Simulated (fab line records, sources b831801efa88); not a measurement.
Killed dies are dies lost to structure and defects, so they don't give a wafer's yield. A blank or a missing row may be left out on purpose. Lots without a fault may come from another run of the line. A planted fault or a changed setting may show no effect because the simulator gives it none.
Problem report in the 8D (eight disciplines) form, filled by code | flow sfq_line | the parts of the form that need people (team, actions taken, sign-off) are left out

1. THE PROBLEM
run_length_s at SFQ_TRILAYER_I7_DEP_PECVD_183 reads a mean of 166.6 s on 5 wafers of 2 lots; wafers without a fault read 139.2 s with a standard deviation of 0.54. That is +51 standard deviations from the usual mean.
The step: deposits SiO2 from SiH4/N2O, time 111.11 s, target thk 500 nm.
First seen on wafer L996.5, day 85 20:16, on pecvd-03. The record holds 41 wafers of 14 lots with a number at this step. Rule for "out", or "out of limits": more than 4 standard deviations from the usual mean. The other wafers with a number count as sound.

2. WHAT IT IS AND WHAT IT IS NOT
question                    | is                     | is not
which readings at this step | run_length_s           | heater_power_w, throttle_valve_pct
which lots                  | L996, L998             | L105, L982, L984, L985, L986, L988, L989, L992, L993, L994, L995, L997
which wafers of those lots  | all that have a number | -
read on which tools         | pecvd-03               | pecvd-01, pecvd-02
when                        | from day 85 20:16      | up to then (30 sound wafers); but 6 sound wafers of L105, L997 came after

3. SUSPECTS, AND WHAT RULES EACH OUT
Counting: a tool at a process step up to the reading stays a suspect if it ran every lot that is out and no sound lot after the first of them.
- pecvd-03 at SFQ_TRILAYER_I7_DEP_PECVD_183 (deposits SiO2 from SiH4/N2O, time 111.11 s, target thk 500 nm): ruled out as a lasting fault. Sound lots L105 ran on it after its first lot that is out, L996 (day 85 20:16).
Left after counting: nothing in the record.

4. THE CAUSE (what the simulator had put in)
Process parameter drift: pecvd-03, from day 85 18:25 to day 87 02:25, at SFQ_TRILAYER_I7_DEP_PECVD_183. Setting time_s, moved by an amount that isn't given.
Counting ruled it out, wrongly.

5. THE CHAIN OF EFFECTS, in route order
Each row: a reading whose mean over the struck wafers that have a number lies more than 3 standard deviations from the usual. Only readings for which the record gives a usual standard deviation are gone through. hours: the time from each lot's start at the first step in this table that gives one to its start at this step, as a median over the lots. sigmas: the change in usual standard deviations.
hours | step                          | reading            | usual   | on struck wafers | change | sigmas
0     | SFQ_TRILAYER_I7_DEP_PECVD_183 | run_length_s       | 139.2 s | 166.6            | +27.4  | +51
2     | SFQ_TRILAYER_I7_CMP_CMP_184   | time_to_endpoint_s | 217 s   | 317              | +100   | +12
The process steps in it:
- SFQ_TRILAYER_I7_DEP_PECVD_183: deposits SiO2 from SiH4/N2O, time 111.11 s, target thk 500 nm.
- SFQ_TRILAYER_I7_CMP_CMP_184: polishes SiO2.
Later measuring or inspecting steps at which every struck wafer that the step has a row for has a number for every such reading, and none has moved that far: SFQ_M8_OVL_MEAS_948, SFQ_M8_BOW_MEAS_951.

6. WHAT WOULD HAVE CAUGHT IT SOONER
In this record the first reading out of limits was taken at day 85 20:16, 2 hours after the fault began at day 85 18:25.
